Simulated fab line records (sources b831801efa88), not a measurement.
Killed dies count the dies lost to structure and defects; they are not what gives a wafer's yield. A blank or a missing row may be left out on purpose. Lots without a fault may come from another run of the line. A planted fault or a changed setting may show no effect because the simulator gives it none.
Struck lot and sound lot, side by side | flow gf180mcu | 14 steps out of a route of 602
Sound: wafers L553.1, L553.4, L553.6. Wafers struck: L559.1, L559.2, L559.3. At the end, the cause is stated.
Per side, at each step with rows, come the tool, then ch with its chambers, and then its first start. Under that, the readings that differ: sound wafers | struck wafers | difference of the means | sigmas: that difference in standard deviations of wafers without a fault.
alike: readings whose means differ by less than 2 such deviations, and words and numbers that are the same on both sides. not compared: withheld readings, readings that some wafer has no value for, bounds like >300 that may hide the same value, and numbers for which the record gives no deviation and whose values overlap.
The two part at a step that has a row with sigmas, a row that says differs or no value, or rows on one side only. When numbers do not overlap yet have no deviation, they are printed without sigmas and do not part them. A reading that every wafer of one side lacks parts them only if that side has two wafers or more.

first, 1 step without rows for these wafers: GF_V2_CVD_00 (deposits SiO2, target thk 600 nm, time 100 s).
GF_V2_THK_MEAS_01:
  sound on filmMetro-02 at day 22 12:25; struck on filmMetro-04 at day 25 01:14
  alike: V2_CVD_00_THK
GF_V2_CVD_02: deposits SiO2 from TEOS, target thk 850 nm, time 94.851 s.
  sound on pecvd-04 ch 0,2, day 22 12:28; struck on pecvd-04 ch 0,1,2, day 25 01:18
  alike: heaterPowerW
GF_V2_THK_MEAS_03:
  sound on filmMetro-03 at day 22 12:32; struck on filmMetro-02 at day 25 01:22
  alike: V2_CVD_02_THK
GF_V2_CMP_04: polishes SiO2.
  sound on cmp-01 ch 1,2, day 22 12:36; struck on cmp-01 ch 1,2,3, day 25 01:26
  alike: motorCurrentA, slurryFlowMlMin, timeToEndpointS
GF_V2_BOW_MEAS_05:
  sound on filmMetro-02 at day 22 12:54; struck on filmMetro-03 at day 25 01:44
  alike: V2_BOW
then, 6 steps without rows for these wafers: GF_V2_DEHYDRATE_06 (time 60 s); GF_V2_HMDS_07 (prime time 60 s); GF_V2_COAT_08; GF_V2_COAT_09 (resist thk 1000 nm); GF_V2_SOFTBAKE_10 (time 60 s); GF_V2_EXPOSE_11 (exposes mask Via2, target cd 260 nm).
GF_V2_PEB_12: peb time 91.89 s.
  struck on lithoTrack-03, day 25 23:44; sound on lithoTrack-03 ch 0, day 23 11:47
  no value came back on the struck wafers for chillPlateTempC (C), exhaustPa (Pa), plateSensorTCentreC (C), plateSensorTEdgeC (C); on the sound wafers chillPlateTempC (C) reads 22.90 23.11 22.91
then, 1 step without rows for these wafers: GF_V2_DEVELOP_13 (develop time 60 s).

## WHERE THEY PART
At GF_V2_PEB_12 and nowhere else, as far as this record goes.

WHY: what had been put in by the simulator
Whole step skipped at GF_V2_PEB_12 on lithoTrack-03, starting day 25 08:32. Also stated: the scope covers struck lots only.
